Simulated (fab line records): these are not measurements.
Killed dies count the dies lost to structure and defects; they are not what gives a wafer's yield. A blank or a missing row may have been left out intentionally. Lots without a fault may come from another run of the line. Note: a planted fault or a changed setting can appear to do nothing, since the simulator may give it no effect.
Which of the tools did it? | flow sky130 | 13 lots with 39 wafers sampled at 4 steps, on a route of 708 steps

## WHAT THE GAUGES SHOWED, per wafer
SKY_VIA4_OVL_MEAS_11. Usual: VIA4_OVL typically reads 0.4 nm, with standard deviation 1.1.
lot  | measured     | on         | VIA4_OVL (nm)  | flag
L268 | day 43 08:23 | overlay-01 | -1.2 0.1 -2.0  |
L269 | day 43 08:34 | overlay-01 | 0.4 1.6 1.1    |
L270 | day 44 05:17 | overlay-01 | 0.2 1.1 1.4    |
L272 | day 44 14:08 | overlay-01 | 0.3 -0.3 -1.0  |
L273 | day 44 12:44 | overlay-01 | -0.7 1.6 0.7   |
L274 | day 44 20:38 | overlay-02 | 2.5 -0.1 2.2   |
L275 | day 44 23:53 | overlay-02 | -0.9 1.3 -1.3  |
L277 | day 45 11:26 | overlay-02 | 0.2 -0.1 0.9   |
L278 | day 45 17:38 | overlay-01 | -0.8 -1.3 -0.4 |
L279 | day 46 03:19 | overlay-01 | 1.0 0.2 -1.2   |
L280 | day 46 00:48 | overlay-01 | 2.3 1.3 0.6    |
L281 | day 46 03:36 | overlay-01 | 2.1 2.1 -0.2   |
L288 | day 48 07:32 | overlay-01 | 1.5 1.7 2.0    |

SKY_PAD_OPEN_BOW_MEAS_13. Usual: PAD_OPEN_BOW typically reads 49 um, with standard deviation 9.8.
lot  | measured     | on            | PAD_OPEN_BOW (um) | flag
L268 | day 46 05:07 | film_metro-03 | 66 63 67          |
L269 | day 46 08:14 | film_metro-03 | 61 61 58          |
L270 | day 47 02:59 | film_metro-03 | 47 48 49          |
L272 | day 47 08:42 | film_metro-01 | 43 55 36          |
L273 | day 47 07:26 | film_metro-03 | 45 41 28          |
L274 | day 47 14:32 | film_metro-03 | 50 47 56          |
L275 | day 47 17:14 | film_metro-04 | 42 53 55          |
L277 | day 48 03:04 | film_metro-04 | 43 58 45          |
L278 | day 48 10:28 | film_metro-01 | 50 53 39          |
L279 | day 48 19:04 | film_metro-01 | 34 39 32          |
L280 | day 48 16:17 | film_metro-01 | 61 56 60          |
L281 | day 48 20:05 | film_metro-01 | 52 53 45          |
L288 | day 50 14:24 | film_metro-01 | 52 68 56          |

## TOOL THAT RAN EACH LOT (tool first, then ch and the chambers of the sampled wafers, then the start)
lot  | SKY_FIELD_ISO_WET_ETCH_21      | SKY_PAD_OPEN_ETCH_07
L268 | wet_bench-02 ch 2, day 2 12:05 | rie_diel-03 ch 0,2,3, day 46 02:53
L269 | wet_bench-03 ch 1, day 2 15:26 | rie_diel-03 ch 0,1,3, day 46 05:59
L270 | wet_bench-02 ch 0, day 2 23:58 | rie_diel-02 ch 0,3, day 46 23:53
L272 | wet_bench-02 ch 3, day 3 11:01 | rie_diel-03 ch 2,3, day 47 06:18
L273 | wet_bench-02 ch 1, day 3 15:43 | rie_diel-03 ch 0,1, day 47 05:09
L274 | wet_bench-03 ch 2, day 3 17:15 | rie_diel-02 ch 1,2,3, day 47 12:15
L275 | wet_bench-03 ch 1, day 3 23:53 | rie_diel-01 ch 0,1,2, day 47 14:38
L277 | wet_bench-02 ch 2, day 4 11:11 | rie_diel-01 ch 0,1,2, day 48 00:50
L278 | wet_bench-03 ch 1, day 4 15:00 | rie_diel-03 ch 0,2,3, day 48 08:17
L279 | wet_bench-03 ch 1, day 4 19:28 | rie_diel-02 ch 1,2,3, day 48 16:47
L280 | wet_bench-02 ch 1, day 4 23:47 | rie_diel-03 ch 0,1,2, day 48 14:03
L281 | wet_bench-02 ch 0, day 5 05:02 | rie_diel-02 ch 1,2, day 48 17:48
L288 | wet_bench-03 ch 1, day 6 18:46 | rie_diel-01 ch 1,2, day 50 12:12
- SKY_FIELD_ISO_WET_ETCH_21: etches SiO2 in dHF, target depth 20 nm, time 400 s.
- SKY_PAD_OPEN_ETCH_07: etches the open film in CF4/O2, stops on AlCu, target depth 725 nm, time 161.1 s.

## WHAT THE TOOLS THEMSELVES READ (means of the sampled wafers that have a number; where no wafer has one, the mark that the record gives instead)
SKY_PAD_OPEN_ETCH_07. Usual: drypump_motor_current_A 5.8 A, standard deviation 0.53; oes_product_au 0.977 a.u., standard deviation 0.0078; throttle_valve_pct 5.964 %, standard deviation 0.0095.
lot  | tool        | drypump_motor_current_A (A) | oes_product_au (a.u.) | throttle_valve_pct (%) | flag
L268 | rie_diel-03 | 5.7                         | 0.978                 | 5.957                  |
L269 | rie_diel-03 | 5.6                         | 0.982                 | 5.966                  |
L270 | rie_diel-02 | 6.2                         | 0.973                 | 5.961                  |
L272 | rie_diel-03 | 5.6                         | 0.974                 | 5.964                  |
L273 | rie_diel-03 | 5.2                         | 0.982                 | 5.961                  |
L274 | rie_diel-02 | 6.2                         | 0.986                 | 5.966                  |
L275 | rie_diel-01 | 5.8                         | 0.973                 | 5.967                  |
L277 | rie_diel-01 | 5.8                         | 0.976                 | 5.967                  |
L278 | rie_diel-03 | 5.8                         | 0.981                 | 5.959                  |
L279 | rie_diel-02 | 6.2                         | 0.981                 | 5.961                  |
L280 | rie_diel-03 | 5.3                         | 0.979                 | 5.973                  |
L281 | rie_diel-02 | 6.1                         | 0.973                 | 5.966                  |
L288 | rie_diel-01 | 5.5                         | 0.972                 | 5.962                  |

## THE ANSWER, worked out from the rows above alone
Rule: lot off if the mean of its wafers having a number is beyond 3 standard deviations from the usual mean. A lot without any number at a reading at which 4 lots or more have one is off too. Where the step has rows for the other lots, those lots are counted as sound. Order of review: gauges by route order, followed by the tools' own readings, for which a lot's mean as printed above is used. The first step at which some lot is off is used, and at that step the reading that is off furthest; a lot without a number counts as furthest.
Nothing can be told from this: no lot is off at any reading shown.

## WHAT HAD BEEN PUT IN BY THE SIMULATOR
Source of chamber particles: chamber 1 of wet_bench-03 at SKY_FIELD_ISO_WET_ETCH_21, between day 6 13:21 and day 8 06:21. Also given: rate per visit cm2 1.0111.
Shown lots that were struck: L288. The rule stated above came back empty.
